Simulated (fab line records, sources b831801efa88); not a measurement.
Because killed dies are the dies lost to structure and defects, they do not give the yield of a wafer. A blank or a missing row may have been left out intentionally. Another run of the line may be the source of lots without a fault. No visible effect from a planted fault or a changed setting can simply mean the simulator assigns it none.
Which of the tools did it? / flow sky130 / Sampling: 14 lots, 42 wafers, 6 of 708 route steps

## WHAT THE GAUGES SHOWED, per wafer
SKY_LDD_N_OVL_MEAS_07. Usual: LDD_N_OVL gives -0.2 nm (standard deviation 1.4).
lot=L847; measured=day 18 03:08; on=overlay-01; LDD_N_OVL (nm)=2.9 0.3 2.5; flag=
lot=L848; measured=day 18 16:47; on=overlay-01; LDD_N_OVL (nm)=1.0 -0.6 -2.1; flag=
lot=L849; measured=day 18 16:58; on=overlay-02; LDD_N_OVL (nm)=1.9 0.7 0.0; flag=
lot=L850; measured=day 18 18:56; on=overlay-01; LDD_N_OVL (nm)=-1.1 -1.0 1.8; flag=
lot=L851; measured=day 19 07:12; on=overlay-01; LDD_N_OVL (nm)=1.8 -0.8 -1.0; flag=
lot=L852; measured=day 19 21:02; on=overlay-01; LDD_N_OVL (nm)=2.7 2.7 2.8; flag=
lot=L854; measured=day 20 21:30; on=overlay-02; LDD_N_OVL (nm)=-1.9 -1.6 0.2; flag=
lot=L855; measured=day 21 04:30; on=overlay-02; LDD_N_OVL (nm)=-1.2 0.6 0.3; flag=
lot=L857; measured=day 21 16:17; on=overlay-02; LDD_N_OVL (nm)=-1.8 -1.7 -0.4; flag=
lot=L862; measured=day 23 10:32; on=overlay-01; LDD_N_OVL (nm)=- - -; flag=OFF
lot=L863; measured=day 23 15:39; on=overlay-01; LDD_N_OVL (nm)=- - -; flag=OFF
lot=L868; measured=day 25 08:05; on=overlay-01; LDD_N_OVL (nm)=1.2 -1.0 -0.9; flag=
lot=L869; measured=day 25 15:04; on=overlay-01; LDD_N_OVL (nm)=1.4 0.0 1.4; flag=
lot=L870; measured=day 26 00:27; on=overlay-01; LDD_N_OVL (nm)=-1.3 -0.3 -1.8; flag=

SKY_LDD_P_TW_MEAS_11. Usual: LDD_P_TW gives 635 (standard deviation 4).
lot=L847; measured=day 19 10:41; on=film metro-01; LDD_P_TW=646 642 643; flag=
lot=L848; measured=day 20 01:32; on=film metro-03; LDD_P_TW=639 636 636; flag=
lot=L849; measured=day 20 01:41; on=film metro-01; LDD_P_TW=637 637 642; flag=
lot=L850; measured=day 20 03:20; on=film metro-01; LDD_P_TW=639 635 638; flag=
lot=L851; measured=day 20 15:20; on=film metro-03; LDD_P_TW=635 642 638; flag=
lot=L852; measured=day 21 05:37; on=film metro-03; LDD_P_TW=637 638 635; flag=
lot=L854; measured=day 22 05:28; on=film metro-02; LDD_P_TW=635 635 630; flag=
lot=L855; measured=day 22 12:56; on=film metro-02; LDD_P_TW=632 631 633; flag=
lot=L857; measured=day 22 23:46; on=film metro-02; LDD_P_TW=635 634 631; flag=
lot=L862; measured=day 24 18:34; on=film metro-02; LDD_P_TW=2569 2566 2557; flag=OFF
lot=L863; measured=day 24 23:24; on=film metro-01; LDD_P_TW=2580 2588 2588; flag=OFF
lot=L868; measured=day 26 14:22; on=film metro-01; LDD_P_TW=639 640 639; flag=
lot=L869; measured=day 26 21:22; on=film metro-01; LDD_P_TW=637 638 641; flag=
lot=L870; measured=day 27 07:19; on=film metro-02; LDD_P_TW=627 630 628; flag=

SKY_LDD_HVN_TW_MEAS_10. Usual: LDD_HVN_TW gives 1435 (standard deviation 6.5).
lot=L847; measured=day 20 17:56; on=film metro-02; LDD_HVN_TW=1428 1430 1424; flag=
lot=L848; measured=day 21 07:53; on=film metro-03; LDD_HVN_TW=1439 1431 1440; flag=
lot=L849; measured=day 21 08:07; on=film metro-03; LDD_HVN_TW=1428 1429 1430; flag=
lot=L850; measured=day 21 09:55; on=film metro-03; LDD_HVN_TW=1436 1431 1425; flag=
lot=L851; measured=day 21 22:01; on=film metro-02; LDD_HVN_TW=1435 1428 1430; flag=
lot=L852; measured=day 22 12:30; on=film metro-02; LDD_HVN_TW=1429 1437 1433; flag=
lot=L854; measured=day 23 11:16; on=film metro-04; LDD_HVN_TW=1433 1432 1437; flag=
lot=L855; measured=day 23 19:52; on=film metro-02; LDD_HVN_TW=1441 1435 1428; flag=
lot=L857; measured=day 24 07:02; on=film metro-03; LDD_HVN_TW=1441 1446 1439; flag=
lot=L862; measured=day 25 23:28; on=film metro-03; LDD_HVN_TW=2682 2679 2696; flag=OFF
lot=L863; measured=day 26 04:20; on=film metro-02; LDD_HVN_TW=2694 2717 2702; flag=OFF
lot=L868; measured=day 27 19:37; on=film metro-04; LDD_HVN_TW=1435 1438 1434; flag=
lot=L869; measured=day 28 03:02; on=film metro-03; LDD_HVN_TW=1438 1446 1440; flag=
lot=L870; measured=day 28 12:20; on=film metro-03; LDD_HVN_TW=1451 1446 1450; flag=

SKY_SD_P_OVL_MEAS_08. Usual: SD_P_OVL gives -0.5 nm (standard deviation 1.5).
lot=L847; measured=day 25 20:06; on=overlay-02; SD_P_OVL (nm)=0.1 0.4 1.7; flag=
lot=L848; measured=day 26 10:02; on=overlay-01; SD_P_OVL (nm)=1.7 -0.5 -1.8; flag=
lot=L849; measured=day 26 12:04; on=overlay-01; SD_P_OVL (nm)=-0.2 -0.5 -1.3; flag=
lot=L850; measured=day 26 12:49; on=overlay-01; SD_P_OVL (nm)=-0.4 1.8 0.3; flag=
lot=L851; measured=day 27 00:31; on=overlay-01; SD_P_OVL (nm)=0.6 1.1 0.3; flag=
lot=L852; measured=day 27 16:49; on=overlay-02; SD_P_OVL (nm)=-2.0 2.4 0.4; flag=
lot=L854; measured=day 28 12:30; on=overlay-02; SD_P_OVL (nm)=0.9 0.0 -0.5; flag=
lot=L855; measured=day 28 18:42; on=overlay-01; SD_P_OVL (nm)=-3.8 -2.8 0.7; flag=
lot=L857; measured=day 29 06:57; on=overlay-01; SD_P_OVL (nm)=-1.1 3.2 0.2; flag=
lot=L862; measured=day 30 20:46; on=overlay-01; SD_P_OVL (nm)=0.7 -0.5 0.4; flag=
lot=L863; measured=day 31 00:37; on=overlay-02; SD_P_OVL (nm)=-3.5 -2.6 -5.2; flag=
lot=L868; measured=day 33 05:58; on=overlay-02; SD_P_OVL (nm)=-0.4 -1.4 -0.3; flag=
lot=L869; measured=day 33 06:17; on=overlay-01; SD_P_OVL (nm)=0.2 0.0 -0.1; flag=
lot=L870; measured=day 33 06:22; on=overlay-02; SD_P_OVL (nm)=-1.1 -0.1 -1.3; flag=

## EACH LOT AND THE TOOL THAT RAN IT (in order: tool; ch and the chambers of the sampled wafers; start)
lot=L847; SKY_FIELD_ISO_ETCH_14=rie diel-04 ch 1,2,3, day 2 03:48; SKY_LDD_N_COAT_02=litho track-02 ch 0, day 17 12:44
lot=L848; SKY_FIELD_ISO_ETCH_14=rie diel-02 ch 0,1,3, day 2 12:05; SKY_LDD_N_COAT_02=litho track-01 ch 0, day 18 01:47
lot=L849; SKY_FIELD_ISO_ETCH_14=rie diel-02 ch 0,2,3, day 2 15:09; SKY_LDD_N_COAT_02=litho track-02 ch 0, day 18 01:53
lot=L850; SKY_FIELD_ISO_ETCH_14=rie diel-02 ch 0,2,3, day 2 20:03; SKY_LDD_N_COAT_02=litho track-04 ch 0, day 18 04:20
lot=L851; SKY_FIELD_ISO_ETCH_14=rie diel-02 ch 0,2,3, day 3 02:40; SKY_LDD_N_COAT_02=litho track-01 ch 0, day 18 16:16
lot=L852; SKY_FIELD_ISO_ETCH_14=rie diel-02 ch 0,2,3, day 3 07:30; SKY_LDD_N_COAT_02=litho track-01 ch 0, day 19 05:01
lot=L854; SKY_FIELD_ISO_ETCH_14=rie diel-02 ch 1,3, day 3 18:27; SKY_LDD_N_COAT_02=litho track-04 ch 0, day 20 05:48
lot=L855; SKY_FIELD_ISO_ETCH_14=rie diel-01 ch 0,1,3, day 3 21:54; SKY_LDD_N_COAT_02=litho track-02 ch 0, day 20 12:44
lot=L857; SKY_FIELD_ISO_ETCH_14=rie diel-04 ch 0,2,3, day 4 10:17; SKY_LDD_N_COAT_02=litho track-02 ch 0, day 21 00:50
lot=L862; SKY_FIELD_ISO_ETCH_14=rie diel-02 ch 0,2, day 5 10:18; SKY_LDD_N_COAT_02=litho track-02, day 22 19:08
lot=L863; SKY_FIELD_ISO_ETCH_14=rie diel-02 ch 2,3, day 5 15:53; SKY_LDD_N_COAT_02=litho track-02, day 23 00:29
lot=L868; SKY_FIELD_ISO_ETCH_14=rie diel-02 ch 0,3, day 6 20:05; SKY_LDD_N_COAT_02=litho track-04 ch 0, day 24 17:33
lot=L869; SKY_FIELD_ISO_ETCH_14=rie diel-02 ch 1,2,3, day 6 22:48; SKY_LDD_N_COAT_02=litho track-04 ch 0, day 25 00:05
lot=L870; SKY_FIELD_ISO_ETCH_14=rie diel-02 ch 1,2,3, day 7 04:09; SKY_LDD_N_COAT_02=litho track-02 ch 0, day 25 10:07
- SKY_FIELD_ISO_ETCH_14: etches BARC in N2/H2, stops on SiO2, time 45.9 s, target depth 60 nm.
- SKY_LDD_N_COAT_02: resist thk 300 nm.

## WHAT THE TOOLS THEMSELVES READ (means of the sampled wafers that have a number; where no wafer has one, the mark that the record gives instead)
SKY_FIELD_ISO_ETCH_14. Usual: drypump motor current A 5.6 A, standard deviation 0.54; oes product au 0.862 a.u., standard deviation 0.0046; throttle valve pct 13.225 %, standard deviation 0.0097.
lot=L847; tool=rie diel-04; drypump motor current A (A)=5.2; oes product au (a.u.)=0.864; throttle valve pct (%)=13.215; flag=
lot=L848; tool=rie diel-02; drypump motor current A (A)=5.3; oes product au (a.u.)=0.860; throttle valve pct (%)=13.230; flag=
lot=L849; tool=rie diel-02; drypump motor current A (A)=5.8; oes product au (a.u.)=0.861; throttle valve pct (%)=13.239; flag=
lot=L850; tool=rie diel-02; drypump motor current A (A)=5.8; oes product au (a.u.)=0.862; throttle valve pct (%)=13.231; flag=
lot=L851; tool=rie diel-02; drypump motor current A (A)=5.8; oes product au (a.u.)=0.867; throttle valve pct (%)=13.218; flag=
lot=L852; tool=rie diel-02; drypump motor current A (A)=5.8; oes product au (a.u.)=0.861; throttle valve pct (%)=13.224; flag=
lot=L854; tool=rie diel-02; drypump motor current A (A)=5.2; oes product au (a.u.)=0.866; throttle valve pct (%)=13.229; flag=
lot=L855; tool=rie diel-01; drypump motor current A (A)=5.9; oes product au (a.u.)=0.864; throttle valve pct (%)=13.216; flag=
lot=L857; tool=rie diel-04; drypump motor current A (A)=5.3; oes product au (a.u.)=0.863; throttle valve pct (%)=13.231; flag=
lot=L862; tool=rie diel-02; drypump motor current A (A)=6.0; oes product au (a.u.)=0.861; throttle valve pct (%)=13.231; flag=
lot=L863; tool=rie diel-02; drypump motor current A (A)=6.0; oes product au (a.u.)=0.864; throttle valve pct (%)=13.230; flag=
lot=L868; tool=rie diel-02; drypump motor current A (A)=5.7; oes product au (a.u.)=0.865; throttle valve pct (%)=13.225; flag=
lot=L869; tool=rie diel-02; drypump motor current A (A)=5.8; oes product au (a.u.)=0.867; throttle valve pct (%)=13.220; flag=
lot=L870; tool=rie diel-02; drypump motor current A (A)=5.7; oes product au (a.u.)=0.863; throttle valve pct (%)=13.217; flag=

SKY_LDD_N_COAT_02. Usual: chill plate temp C 23.04 C, standard deviation 0.11; dispense pressure kPa 53.5 kPa, standard deviation 2.7.
lot=L847; tool=litho track-02; chill plate temp C (C)=23.23; dispense pressure kPa (kPa)=50.2; flag=
lot=L848; tool=litho track-01; chill plate temp C (C)=23.07; dispense pressure kPa (kPa)=56.5; flag=
lot=L849; tool=litho track-02; chill plate temp C (C)=22.93; dispense pressure kPa (kPa)=50.2; flag=
lot=L850; tool=litho track-04; chill plate temp C (C)=23.04; dispense pressure kPa (kPa)=54.3; flag=
lot=L851; tool=litho track-01; chill plate temp C (C)=23.02; dispense pressure kPa (kPa)=56.5; flag=
lot=L852; tool=litho track-01; chill plate temp C (C)=22.98; dispense pressure kPa (kPa)=56.5; flag=
lot=L854; tool=litho track-04; chill plate temp C (C)=22.99; dispense pressure kPa (kPa)=54.3; flag=
lot=L855; tool=litho track-02; chill plate temp C (C)=23.16; dispense pressure kPa (kPa)=50.2; flag=
lot=L857; tool=litho track-02; chill plate temp C (C)=23.04; dispense pressure kPa (kPa)=50.2; flag=
lot=L862; tool=litho track-02; chill plate temp C (C)=-; dispense pressure kPa (kPa)=-; flag=OFF
lot=L863; tool=litho track-02; chill plate temp C (C)=-; dispense pressure kPa (kPa)=-; flag=OFF
lot=L868; tool=litho track-04; chill plate temp C (C)=22.95; dispense pressure kPa (kPa)=54.3; flag=
lot=L869; tool=litho track-04; chill plate temp C (C)=22.94; dispense pressure kPa (kPa)=54.3; flag=
lot=L870; tool=litho track-02; chill plate temp C (C)=23.02; dispense pressure kPa (kPa)=50.1; flag=

## THE ANSWER, worked out from the rows above alone
Rule: a lot is off if the mean of its wafers that have a number lies more than 3 standard deviations from the usual mean. Also off: a lot with no number at a reading for which 4 or more lots have one. Where the step has rows for the other lots, those lots are counted as sound. First the gauges in route order, then the tools' own readings, where a lot's mean is used as printed above. At the first step where some lot is off, the reading lying furthest off is the one used; lots without a number count as furthest.
Off: L862, L863, at SKY_LDD_N_OVL_MEAS_07 (LDD_N_OVL). Without a number there: L862, L863.
If a tool, at a process step before that reading, ran all the lots that are off and no sound lot after the first of them, it fits. The gauges at SKY_LDD_N_OVL_MEAS_07 aren't tried: what is off there is off at SKY_LDD_P_TW_MEAS_11 too, on other tools, and a gauge's error can't cause that. None of those tried fits.

## WHAT WAS PUT IN BY THE SIMULATOR
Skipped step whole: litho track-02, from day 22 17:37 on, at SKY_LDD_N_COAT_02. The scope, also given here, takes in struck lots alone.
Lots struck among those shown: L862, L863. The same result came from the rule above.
